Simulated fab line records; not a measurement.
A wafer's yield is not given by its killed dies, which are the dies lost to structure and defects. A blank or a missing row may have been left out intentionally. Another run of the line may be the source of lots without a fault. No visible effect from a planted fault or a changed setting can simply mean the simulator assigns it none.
fab line records :: flow sky130
record
  lots=6
  wafers=18
  last-day=50
route steps=708 shown POLY_GATE@235 LDD_N@237
lots that met no fault: from a run of the same line without faults
start-h: hours from the record's opening day to when the first of the lot's shown wafers began :: wait-h: hours from the lot's prior step to this one :: " the same as in the row above :: L1.1+2: one row covering several wafers at once :: - value missing, or start not given :: * or withheld: withheld :: < > ~ a bound
route shown NAME@n: a module of which the file shows steps, and the number in the route of the first :: usual: mean and standard deviation over wafers with no fault :: same: alike in all rows :: chamber/n: place in a boat :: sites: readings site by site :: _std_site: their standard deviation :: _edge_site: mean of outer sites minus mean of inner sites :: radius-mm: how far each site lies from the wafer's centre :: mask NAME#n: copy n :: behind: the last tool/chamber to shape the wafer :: hold: why the lot was held/for how many hours/how that ended :: device: whichever transistor did not switch (one of n, p or np) :: end of line: the same wafers' tests at the end of the route :: for a step that has no rows: nothing shown but its recipe :: killed: at the first sort, the dies lost to defects and structure; wafer yield is something else :: map: per-die view of a wafer (x killed, . not killed, _ where there is no die)
set.NAME: the setting the step ran with; set.NAME@STEP: the setting that earlier step ran with :: model.NAME: the simulator's own value behind a step, which no gauge read
certain route steps with their lots: each step a table, each wafer a row
services: from which hour (start-h, from the record's first day; less than 0 if before it) a tool's chamber was out of use, for how many hours, and why
## steps
# step SKY_POLY_GATE_THK_MEAS_21
# recipe
  reads=SiO2_of_POLY_GATE_OXIDATION_20
# usual
  POLY_GATE_OXIDATION_THK=3.99/0.066
lot.wafer: L758.1
tool: film-metro-03
chamber: -
start-h: 365.78
wait-h: 0.0
POLY_GATE_OXIDATION_THK[nm]: 4.04

lot.wafer: L758.4
tool: film-metro-03
chamber: -
start-h: 365.78
wait-h: 0.0
POLY_GATE_OXIDATION_THK[nm]: 4.00

lot.wafer: L758.6
tool: film-metro-03
chamber: -
start-h: 365.78
wait-h: 0.0
POLY_GATE_OXIDATION_THK[nm]: 3.97

lot.wafer: L760.2
tool: film-metro-01
chamber: -
start-h: 384.10
wait-h: 0.0
POLY_GATE_OXIDATION_THK[nm]: 3.99

lot.wafer: L760.3
tool: film-metro-01
chamber: -
start-h: 384.10
wait-h: 0.0
POLY_GATE_OXIDATION_THK[nm]: 3.91

lot.wafer: L760.6
tool: film-metro-01
chamber: -
start-h: 384.10
wait-h: 0.0
POLY_GATE_OXIDATION_THK[nm]: 3.95

lot.wafer: L771.1
tool: film-metro-02
chamber: -
start-h: 488.50
wait-h: 0.0
POLY_GATE_OXIDATION_THK[nm]: 3.93

lot.wafer: L771.2
tool: film-metro-02
chamber: -
start-h: 488.50
wait-h: 0.0
POLY_GATE_OXIDATION_THK[nm]: 3.92

lot.wafer: L771.3
tool: film-metro-02
chamber: -
start-h: 488.50
wait-h: 0.0
POLY_GATE_OXIDATION_THK[nm]: 3.95

lot.wafer: L772.2
tool: film-metro-03
chamber: -
start-h: 495.61
wait-h: 0.0
POLY_GATE_OXIDATION_THK[nm]: 4.00

lot.wafer: L772.3
tool: film-metro-03
chamber: -
start-h: 495.61
wait-h: 0.0
POLY_GATE_OXIDATION_THK[nm]: 3.99

lot.wafer: L772.4
tool: film-metro-03
chamber: -
start-h: 495.61
wait-h: 0.0
POLY_GATE_OXIDATION_THK[nm]: 3.88

lot.wafer: L778.2
tool: film-metro-03
chamber: -
start-h: 569.22
wait-h: 0.0
POLY_GATE_OXIDATION_THK[nm]: 3.93

lot.wafer: L778.3
tool: film-metro-03
chamber: -
start-h: 569.22
wait-h: 0.0
POLY_GATE_OXIDATION_THK[nm]: 3.98

lot.wafer: L778.6
tool: film-metro-03
chamber: -
start-h: 569.22
wait-h: 0.0
POLY_GATE_OXIDATION_THK[nm]: 3.98

lot.wafer: L781.1
tool: film-metro-02
chamber: -
start-h: 573.01
wait-h: 0.0
POLY_GATE_OXIDATION_THK[nm]: 4.04

lot.wafer: L781.4
tool: film-metro-02
chamber: -
start-h: 573.01
wait-h: 0.0
POLY_GATE_OXIDATION_THK[nm]: 4.04

lot.wafer: L781.6
tool: film-metro-02
chamber: -
start-h: 573.01
wait-h: 0.0
POLY_GATE_OXIDATION_THK[nm]: 4.02
# step SKY_POLY_GATE_CD_MEAS_22
# usual
  cd-nm=149.8/2.8
lot.wafer: L758.1
tool: cd-sem-01
chamber: -
start-h: 365.84
wait-h: 0.1
cd-nm: 144.6

lot.wafer: L758.4
tool: cd-sem-01
chamber: -
start-h: 365.84
wait-h: 0.1
cd-nm: 147.8

lot.wafer: L758.6
tool: cd-sem-01
chamber: -
start-h: 365.84
wait-h: 0.1
cd-nm: 149.7

lot.wafer: L760.2
tool: cd-sem-01
chamber: -
start-h: 384.18
wait-h: 0.1
cd-nm: 147.0

lot.wafer: L760.3
tool: cd-sem-01
chamber: -
start-h: 384.18
wait-h: 0.1
cd-nm: 151.7

lot.wafer: L760.6
tool: cd-sem-01
chamber: -
start-h: 384.18
wait-h: 0.1
cd-nm: 151.5

lot.wafer: L771.1
tool: cd-sem-01
chamber: -
start-h: 488.56
wait-h: 0.1
cd-nm: 151.5

lot.wafer: L771.2
tool: cd-sem-01
chamber: -
start-h: 488.56
wait-h: 0.1
cd-nm: 153.5

lot.wafer: L771.3
tool: cd-sem-01
chamber: -
start-h: 488.56
wait-h: 0.1
cd-nm: 153.5

lot.wafer: L772.2
tool: cd-sem-02
chamber: -
start-h: 495.69
wait-h: 0.1
cd-nm: 148.7

lot.wafer: L772.3
tool: cd-sem-02
chamber: -
start-h: 495.69
wait-h: 0.1
cd-nm: 147.8

lot.wafer: L772.4
tool: cd-sem-02
chamber: -
start-h: 495.69
wait-h: 0.1
cd-nm: 148.8

lot.wafer: L778.2
tool: cd-sem-02
chamber: -
start-h: 569.40
wait-h: 0.2
cd-nm: 146.9

lot.wafer: L778.3
tool: cd-sem-02
chamber: -
start-h: 569.40
wait-h: 0.2
cd-nm: 151.4

lot.wafer: L778.6
tool: cd-sem-02
chamber: -
start-h: 569.40
wait-h: 0.2
cd-nm: 149.6

lot.wafer: L781.1
tool: cd-sem-02
chamber: -
start-h: 573.07
wait-h: 0.1
cd-nm: 146.9

lot.wafer: L781.4
tool: cd-sem-02
chamber: -
start-h: 573.07
wait-h: 0.1
cd-nm: 152.0

lot.wafer: L781.6
tool: cd-sem-02
chamber: -
start-h: 573.07
wait-h: 0.1
cd-nm: 147.4
# step SKY_LDD_N_DEHYDRATE_00
# recipe
  temp-c=200
  time-s=60
# step SKY_LDD_N_HMDS_01
# recipe
  prime-time-s=60
  prime-temp-c=120
# step SKY_LDD_N_COAT_02
# recipe
  resist=NOVOLAK
  spin-rpm=3000
  resist-thk-nm=300
# step SKY_LDD_N_SOFTBAKE_03
# recipe
  temp-c=90
  time-s=60
  resist=NOVOLAK
# step SKY_LDD_N_EXPOSE_04
# recipe
  mask-id=NTM
  target-cd-nm=840
  na=0.6
  source-shape=conventional
  sigma-outer=0.6
  dose-mj=110
# step SKY_LDD_N_PEB_05
# recipe
  temp-c=withheld
  time-s=*
  resist=NOVOLAK
# step SKY_LDD_N_DEVELOP_06
# recipe
  develop-time-s=60
  dev-temp-c=23
# step SKY_LDD_N_OVL_MEAS_07
# usual
  LDD_N_OVL=-0.3/1.3
lot.wafer: L758.1
tool: overlay-01
chamber: -
start-h: 394.91
wait-h: 0.1
LDD_N_OVL[nm]: 0.8

lot.wafer: L758.4
tool: overlay-01
chamber: -
start-h: 394.91
wait-h: 0.1
LDD_N_OVL[nm]: 0.6

lot.wafer: L758.6
tool: overlay-01
chamber: -
start-h: 394.91
wait-h: 0.1
LDD_N_OVL[nm]: -0.7

lot.wafer: L760.2
tool: overlay-02
chamber: -
start-h: 412.72
wait-h: 0.1
LDD_N_OVL[nm]: 0.9

lot.wafer: L760.3
tool: overlay-02
chamber: -
start-h: 412.72
wait-h: 0.1
LDD_N_OVL[nm]: 0.0

lot.wafer: L760.6
tool: overlay-02
chamber: -
start-h: 412.72
wait-h: 0.1
LDD_N_OVL[nm]: 0.6

lot.wafer: L771.1
tool: overlay-01
chamber: -
start-h: 518.76
wait-h: 0.1
LDD_N_OVL[nm]: -0.5

lot.wafer: L771.2
tool: overlay-01
chamber: -
start-h: 518.76
wait-h: 0.1
LDD_N_OVL[nm]: 1.7

lot.wafer: L771.3
tool: overlay-01
chamber: -
start-h: 518.76
wait-h: 0.1
LDD_N_OVL[nm]: -1.3

lot.wafer: L772.2
tool: overlay-01
chamber: -
start-h: 525.77
wait-h: 0.1
LDD_N_OVL[nm]: 2.8

lot.wafer: L772.3
tool: overlay-01
chamber: -
start-h: 525.77
wait-h: 0.1
LDD_N_OVL[nm]: 1.7

lot.wafer: L772.4
tool: overlay-01
chamber: -
start-h: 525.77
wait-h: 0.1
LDD_N_OVL[nm]: 2.1

lot.wafer: L778.2
tool: overlay-02
chamber: -
start-h: 597.77
wait-h: 0.1
LDD_N_OVL[nm]: -0.9

lot.wafer: L778.3
tool: overlay-02
chamber: -
start-h: 597.77
wait-h: 0.1
LDD_N_OVL[nm]: -0.1

lot.wafer: L778.6
tool: overlay-02
chamber: -
start-h: 597.77
wait-h: 0.1
LDD_N_OVL[nm]: -0.4

lot.wafer: L781.1
tool: overlay-01
chamber: -
start-h: 602.21
wait-h: 0.1
LDD_N_OVL[nm]: -1.0

lot.wafer: L781.4
tool: overlay-01
chamber: -
start-h: 602.21
wait-h: 0.1
LDD_N_OVL[nm]: -1.3

lot.wafer: L781.6
tool: overlay-01
chamber: -
start-h: 602.21
wait-h: 0.1
LDD_N_OVL[nm]: -1.4
# step SKY_LDD_N_IMPLANT_08
# recipe
  species=As
  energy-kev=20
  dose-cm2=7.5e+13
  tilt-deg=withheld
  rotation-deg=23
# step SKY_LDD_N_IMPLANT_09
# recipe
  species=As
  energy-kev=20
  dose-cm2=7.5e+13
  tilt-deg=withheld
  rotation-deg=113
# step SKY_LDD_N_IMPLANT_10
# recipe
  species=As
  energy-kev=20
  dose-cm2=7.5e+13
  tilt-deg=withheld
  rotation-deg=203
# usual
  end-station-pressure-torr=5.32e-06/2.9e-07
  rotation-deg=203.00/0.035
lot.wafer: L758.1
tool: implanter-01
chamber: 0
start-h: 395.25
wait-h: 0.1
end-station-pressure-torr: 4.93e-06
rotation-deg: 203.04

lot.wafer: L758.4
tool: implanter-01
chamber: 0
start-h: 395.25
wait-h: 0.1
end-station-pressure-torr: 5.79e-06
rotation-deg: 203.06

lot.wafer: L758.6
tool: implanter-01
chamber: 0
start-h: 395.25
wait-h: 0.1
end-station-pressure-torr: 5.34e-06
rotation-deg: 203.06

lot.wafer: L760.2
tool: implanter-01
chamber: 0
start-h: 413.07
wait-h: 0.1
end-station-pressure-torr: 5.4e-06
rotation-deg: 202.97

lot.wafer: L760.3
tool: implanter-01
chamber: 0
start-h: 413.07
wait-h: 0.1
end-station-pressure-torr: 5.42e-06
rotation-deg: 203.02

lot.wafer: L760.6
tool: implanter-01
chamber: 0
start-h: 413.07
wait-h: 0.1
end-station-pressure-torr: 5.59e-06
rotation-deg: 203.02

lot.wafer: L771.1
tool: implanter-02
chamber: 0
start-h: 519.10
wait-h: 0.1
end-station-pressure-torr: 5.99e-06
rotation-deg: 202.91

lot.wafer: L771.2
tool: implanter-02
chamber: 0
start-h: 519.10
wait-h: 0.1
end-station-pressure-torr: 5.21e-06
rotation-deg: 202.93

lot.wafer: L771.3
tool: implanter-02
chamber: 0
start-h: 519.10
wait-h: 0.1
end-station-pressure-torr: 5.1e-06
rotation-deg: 202.94

lot.wafer: L772.2
tool: implanter-03
chamber: 0
start-h: 526.12
wait-h: 0.1
end-station-pressure-torr: 5.12e-06
rotation-deg: 202.98

lot.wafer: L772.3
tool: implanter-03
chamber: 0
start-h: 526.12
wait-h: 0.1
end-station-pressure-torr: 5.08e-06
rotation-deg: 202.98

lot.wafer: L772.4
tool: implanter-03
chamber: 0
start-h: 526.12
wait-h: 0.1
end-station-pressure-torr: 5.27e-06
rotation-deg: 202.99

lot.wafer: L778.2
tool: implanter-02
chamber: 0
start-h: 598.12
wait-h: 0.1
end-station-pressure-torr: 5.04e-06
rotation-deg: 260.73

lot.wafer: L778.3
tool: implanter-02
chamber: 0
start-h: 598.12
wait-h: 0.1
end-station-pressure-torr: 5.87e-06
rotation-deg: 260.72

lot.wafer: L778.6
tool: implanter-02
chamber: 0
start-h: 598.12
wait-h: 0.1
end-station-pressure-torr: 5.24e-06
rotation-deg: 260.71

lot.wafer: L781.1
tool: implanter-02
chamber: 0
start-h: 602.55
wait-h: 0.1
end-station-pressure-torr: 5.18e-06
rotation-deg: 260.72

lot.wafer: L781.4
tool: implanter-02
chamber: 0
start-h: 602.55
wait-h: 0.1
end-station-pressure-torr: 5.25e-06
rotation-deg: 260.71

lot.wafer: L781.6
tool: implanter-02
chamber: 0
start-h: 602.55
wait-h: 0.1
end-station-pressure-torr: 5.08e-06
rotation-deg: 260.84
# step SKY_LDD_N_IMPLANT_11
# recipe
  species=As
  energy-kev=20
  dose-cm2=7.5e+13
  tilt-deg=withheld
  rotation-deg=293
## services
tool: implanter-03
chamber: -
start-h: 409.95
hours: 3.0
kind: repair

tool: implanter-03
chamber: -
start-h: 439.04
hours: 1.3
kind: repair

tool: implanter-02
chamber: -
start-h: 454.38
hours: 13.7
kind: pm

tool: implanter-01
chamber: -
start-h: 484.08
hours: 1.9
kind: repair

tool: implanter-03
chamber: -
start-h: 487.36
hours: 4.8
kind: pm
## key
first-sign
  step=SKY_LDD_N_IMPLANT_10
  reading=rotation-deg
  direction=up
  sigmas=99+
  usual=203.00
  struck=260.74
effect none on later readings
met-at SKY_LDD_N_IMPLANT_10
struck-wafers L778.2,L778.3,L778.6,L781.1,L781.4,L781.6
sort-left-out L781.1,L781.4,L781.6
tester-left-out L778,L781
onset-between 519.10 598.12
fault
  kind=process-parameter-drift
  tool=implanter-02
  chamber=-
  onset-h=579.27
  steps=SKY_LDD_N_IMPLANT_10
  channel=rotation-deg
  offset=57.76
  shape=step
  end-h=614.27
  acts-in=these-recipes-only
  stated=203
# tester-left-out: of these lots the tester's yield and bins aren't shown, on N5 and GAA mostly nor the transistor test; their killed dies are dies lost to structure and defects alone, not to doping, threshold or leakage, so they don't give the yield
# sort-left-out: the simulated sort isn't trusted on such a fault, so these wafers' sort isn't shown, and their yield isn't known
